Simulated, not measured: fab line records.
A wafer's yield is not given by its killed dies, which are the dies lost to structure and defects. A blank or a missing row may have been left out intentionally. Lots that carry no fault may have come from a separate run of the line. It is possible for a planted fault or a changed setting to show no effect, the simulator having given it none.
Matching of chambers | flow sky130 | cmp-01 running SKY_FIELD_ISO_CMP_27: 4 sister chambers
The step polishes, stops on Si3N4, t overpolish 16 s, target thk 457.8 nm. 15 wafers are shown with their chamber, then 7 later ones without.

== WAFERS, EACH WITH ITS CHAMBER ==
wafer  | chamber | motor_current_A (A) | time_to_endpoint_s (s) | edge_zone_pressure_frac
L492.1 | 3       | 12.2                | 111                    | 1.009
L492.4 | 2       | 11.5                | 113                    | 0.995
L492.6 | 2       | 11.1                | 112                    | 0.998
L494.3 | 2       | 11.4                | 111                    | 1.000
L494.4 | 0       | 10.4                | 105                    | 1.001
L494.6 | 0       | 11.2                | 108                    | 0.997
L496.2 | 3       | 12.5                | 106                    | 1.005
L496.3 | 1       | 11.8                | 103                    | 1.009
L496.6 | 1       | 12.3                | 106                    | 1.004
L497.3 | 3       | 12.0                | 113                    | 0.994
L497.4 | 2       | 10.8                | 115                    | 0.997
L497.5 | 0       | 11.2                | 113                    | 0.996
L498.3 | 2       | 11.3                | 111                    | 0.997
L498.5 | 0       | 11.8                | 110                    | 1.002
L498.6 | 3       | 11.7                | 110                    | 0.990

SIGNATURES, as means of the wafers listed above
reading                 | chamber 0 | chamber 1 | chamber 2 | chamber 3 | scatter within a chamber
motor_current_A         | 11.150    | 12.050    | 11.220    | 12.100    | 0.4
time_to_endpoint_s      | 109.00    | 104.50    | 112.40    | 110.00    | 2.62
edge_zone_pressure_frac | 0.99900   | 1.00650   | 0.99740   | 0.99950   | 0.00516
Rule: distance of a wafer from a chamber = root of the sum over the readings of ((wafer's reading minus chamber's mean) / reading's scatter) squared. If the next closest chamber is less than 2 further off than the closest, the wafer can't be placed; otherwise it belongs to the closest. How the scatter is found: for the shown wafers, subtract from each reading the mean of its chamber, square and add these, divide the total by (wafers less chambers), then take the root.

== WAFERS MISSING THEIR CHAMBER ==
wafer  | motor_current_A (A) | time_to_endpoint_s (s) | edge_zone_pressure_frac
L502.1 | 10.5                | 105                    | 0.995
L502.2 | 11.8                | 105                    | 0.998
L502.3 | 10.9                | 106                    | 0.998
L508.4 | 12.6                | 108                    | 0.994
L508.6 | 11.2                | 108                    | 1.004
L511.1 | 11.9                | 109                    | 1.003
L511.6 | 11.4                | 110                    | 1.002

== THE CHAMBER EACH PASSED THROUGH ==
wafer  | from the rows above               | in truth
L502.1 | can't be placed: 0 or 2           | 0
L502.2 | can't be placed: 1 or 3 or 0 or 2 | 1
L502.3 | can't be placed: 0 or 2           | 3
L508.4 | can't be placed: 3 or 1 or 0      | 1
L508.6 | can't be placed: 0 or 2 or 3 or 1 | 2
L511.1 | can't be placed: 3 or 1 or 0 or 2 | 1
L511.6 | can't be placed: 0 or 2 or 3 or 1 | 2
Correct placement for 0 of the 7. Can't be placed from these rows: 7 (the true chamber is among the candidates in 6). Number placed wrongly: 0.
